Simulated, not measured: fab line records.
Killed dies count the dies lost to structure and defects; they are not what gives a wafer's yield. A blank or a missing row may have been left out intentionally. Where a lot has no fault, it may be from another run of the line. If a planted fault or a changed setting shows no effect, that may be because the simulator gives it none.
Which tool did it? | flow sky130 | at 1 step of a route of 708, 14 lots with 42 wafers sampled

## WHAT THE GAUGES READ, wafer by wafer
Not one reading of a measure or inspect step in the record can be checked against a usual standard deviation.

## WHAT TOOL EACH LOT RAN ON (gives the tool, then ch and the chambers of the sampled wafers, and finally the start)
lot  | SKY_SONOS_ONO_WET_ETCH_16
L655 | wet bench-01 ch 1, day 12 18:41
L656 | wet bench-01 ch 1, day 12 23:22
L658 | wet bench-03 ch 3, day 13 18:36
L659 | wet bench-02 ch 1, day 13 18:47
L661 | wet bench-02 ch 1, day 14 17:19
L662 | wet bench-02 ch 1, day 15 06:32
L669 | wet bench-02 ch 3, day 17 12:07
L670 | wet bench-02 ch 1, day 17 23:44
L671 | wet bench-03 ch 0, day 18 08:02
L672 | wet bench-01 ch 2, day 18 20:44
L675 | wet bench-03 ch 2, day 19 10:02
L676 | wet bench-02 ch 0, day 19 21:32
L677 | wet bench-03 ch 1, day 20 01:25
L678 | wet bench-03 ch 1, day 20 15:50
- SKY_SONOS_ONO_WET_ETCH_16: etches SiO2 in dHF, target depth 14 nm, time 280 s.

## WHAT THE TOOLS THEMSELVES READ (means of the sampled wafers that have a number; where no wafer has one, the mark that the record gives instead)
SKY_SONOS_ONO_WET_ETCH_16.
lot  | tool         | run length s (s) | temp c (C)
L655 | wet bench-01 | 304              | 24.86
L656 | wet bench-01 | 304              | 24.97
L658 | wet bench-03 | 304              | 24.95
L659 | wet bench-02 | 305              | 25.08
L661 | wet bench-02 | 240              | 24.91
L662 | wet bench-02 | 241              | 25.04
L669 | wet bench-02 | 307              | 25.07
L670 | wet bench-02 | 314              | 24.83
L671 | wet bench-03 | 305              | 25.08
L672 | wet bench-01 | 305              | 24.85
L675 | wet bench-03 | 315              | 25.01
L676 | wet bench-02 | 307              | 25.02
L677 | wet bench-03 | 304              | 25.06
L678 | wet bench-03 | 312              | 25.04

## THE ANSWER, worked out from the rows above alone
Rule: usual is defined by the lots themselves. The widest of any qualifying gaps counts: lots, ordered by their means at a reading, are off when they make up no more than a third of the lots, leave a main group of 4 or more, and stand apart from it by 3 or more times the standard deviation of that group's means. A main group is skipped when, at the precision printed for the reading in the tables above, its means are all equal. A lot without any number at a reading at which 4 lots or more have one is off too. All remaining lots with rows at the step are treated as sound. First the gauges in route order, then the tools' own readings, where a lot's mean is used as printed above. The first step at which some lot is off is used, and at that step the reading that is off furthest; a lot without a number counts as furthest.
Off: L661, L662, at SKY_SONOS_ONO_WET_ETCH_16 (run length s). Main group: mean 307 s, sd 3.9.
If a tool, at that step or one of the process steps before it, ran each lot that is off and ran no sound lot following the first of them, it fits. Of those tried, none fits.

## WHAT THE SIMULATOR HAD INSERTED
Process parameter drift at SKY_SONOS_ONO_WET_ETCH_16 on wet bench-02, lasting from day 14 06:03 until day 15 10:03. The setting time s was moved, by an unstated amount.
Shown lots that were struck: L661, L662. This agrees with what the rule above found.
